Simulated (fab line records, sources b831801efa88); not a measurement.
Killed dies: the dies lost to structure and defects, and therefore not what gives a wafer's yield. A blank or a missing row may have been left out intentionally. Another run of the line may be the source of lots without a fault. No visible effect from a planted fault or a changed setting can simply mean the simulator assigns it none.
The tool behind it: which one?    flow sky130    Sampling: 12 lots, 36 wafers, 3 of 708 route steps

## WHAT EACH GAUGE READ, for each wafer
SKY_LI_CONTACT_BOW_MEAS_03.
lot   measured      on             LI_CONTACT_BOW (um)
L621  day 29 16:40  film metro-03  54 50 59
L622  day 29 22:37  film metro-03  53 50 55
L623  day 30 00:26  film metro-01  59 53 61
L624  day 30 11:22  film metro-02  54 64 52
L625  day 30 16:07  film metro-02  59 67 59
L633  day 33 03:02  film metro-01  55 48 54
L635  day 33 14:41  film metro-02  63 53 59
L636  day 33 22:15  film metro-03  52 46 46
L637  day 34 10:05  film metro-03  47 49 58
L639  day 35 03:57  film metro-03  67 56 58
L640  day 35 08:32  film metro-03  64 57 55
L641  day 35 11:32  film metro-01  60 50 60

## WHAT TOOL EACH LOT RAN ON (gives the tool, then ch and the chambers of the sampled wafers, and finally the start)
lot   SKY_POLY_GATE_IMPLANT_02         SKY_RES_PROTECT_STRIP_07
L621  implanter-02 ch 0, day 16 20:48  plasma asher-03 ch 0,1, day 16 20:57
L622  implanter-02 ch 0, day 17 01:02  plasma asher-04 ch 0,1, day 17 01:09
L623  implanter-02 ch 0, day 17 02:19  plasma asher-04 ch 0,1, day 17 02:28
L624  implanter-02 ch 0, day 17 17:04  plasma asher-04 ch 0,1, day 17 17:11
L625  implanter-02 ch 0, day 17 21:08  plasma asher-02 ch 0, day 17 21:17
L633  implanter-02 ch 0, day 20 17:08  plasma asher-02 ch 0,1, day 20 17:16
L635  implanter-02 ch 0, day 21 07:59  plasma asher-02 ch 0,1, day 21 08:08
L636  implanter-03 ch 0, day 21 17:32  plasma asher-04 ch 0,1, day 21 17:41
L637  implanter-01 ch 0, day 22 02:36  plasma asher-04 ch 0,1, day 22 02:44
L639  implanter-03 ch 0, day 23 03:42  plasma asher-02 ch 0, day 23 03:50
L640  implanter-01 ch 0, day 23 04:56  plasma asher-02 ch 0,1, day 23 05:04
L641  implanter-03 ch 0, day 23 11:06  plasma asher-03 ch 1, day 23 11:15
- SKY_POLY_GATE_IMPLANT_02
- SKY_RES_PROTECT_STRIP_07: strips in O2/N2.

## AS READ BY THE TOOLS THEMSELVES (means over the sampled wafers that have a number; for cases with no such wafer, the mark the record gives instead)
SKY_POLY_GATE_IMPLANT_02.
lot   tool          end station pressure torr (Torr)
L621  implanter-02  1.04e-05
L622  implanter-02  1.06e-05
L623  implanter-02  1.07e-05
L624  implanter-02  1.06e-05
L625  implanter-02  1.04e-05
L633  implanter-02  4.69e-05
L635  implanter-02  4.61e-05
L636  implanter-03  1.27e-05
L637  implanter-01  1.04e-05
L639  implanter-03  1.25e-05
L640  implanter-01  1.04e-05
L641  implanter-03  1.19e-05

SKY_RES_PROTECT_STRIP_07.
lot   tool             drypump motor current A (A)  oes product au (a.u.)  strip time to endpoint s (s)
L621  plasma asher-03  5.8                          0.513                  23.23
L622  plasma asher-04  5.9                          0.521                  23.28
L623  plasma asher-04  5.9                          0.511                  23.27
L624  plasma asher-04  5.9                          0.520                  23.29
L625  plasma asher-02  4.9                          0.519                  23.26
L633  plasma asher-02  5.1                          0.509                  23.85
L635  plasma asher-02  5.1                          0.508                  23.71
L636  plasma asher-04  5.8                          0.519                  23.37
L637  plasma asher-04  5.9                          0.514                  23.29
L639  plasma asher-02  4.9                          0.520                  23.27
L640  plasma asher-02  5.2                          0.513                  23.24
L641  plasma asher-03  6.3                          0.519                  23.37

## THE ANSWER, worked out from the rows above alone
Rule: the lots themselves supply what counts as usual. The widest of any qualifying gaps counts: lots, ordered by their means at a reading, are off when they make up no more than a third of the lots, leave a main group of 4 or more, and stand apart from it by 3 or more times the standard deviation of that group's means. The tables above print the reading to a certain number of digits; a main group whose means all agree to those digits is not used. A lot without any number at a reading at which 4 lots or more have one is off too. All remaining lots with rows at the step are treated as sound. The gauges are gone through in route order, then the tools' own readings, and for those a lot's mean is taken as printed above. The first step at which some lot is off is used, and at that step the reading that is off furthest; a lot without a number counts as furthest.
Off: L633, L635 (SKY_POLY_GATE_IMPLANT_02, end station pressure torr). The main group has a mean of 1.11e-05 Torr with a standard deviation of 8.8e-07.
If a tool, at that step or one of the process steps before it, ran each lot that is off and ran no sound lot following the first of them, it fits. One fits: SKY_POLY_GATE_IMPLANT_02 on implanter-02. A fault onset in the window from L625 (day 17 21:08, its last sound lot) to L633 (day 20 17:08, its first lot off) fits.
On the lots that are off, the tool's own readings at SKY_POLY_GATE_IMPLANT_02 differ by more than 5 times the standard deviation of the sound lots' means, which bears it out; end station pressure torr reads 4.65e-05 Torr there versus 1.11e-05 Torr on the sound lots.

## WHAT WAS PUT IN BY THE SIMULATOR
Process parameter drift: implanter-02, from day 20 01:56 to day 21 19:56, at SKY_POLY_GATE_IMPLANT_02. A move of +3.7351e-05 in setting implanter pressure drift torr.
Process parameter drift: implanter-02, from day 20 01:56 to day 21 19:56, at SKY_POLY_GATE_IMPLANT_02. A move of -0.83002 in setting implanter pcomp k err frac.
Lots struck among those shown: L633, L635. This agrees with what the rule above found.
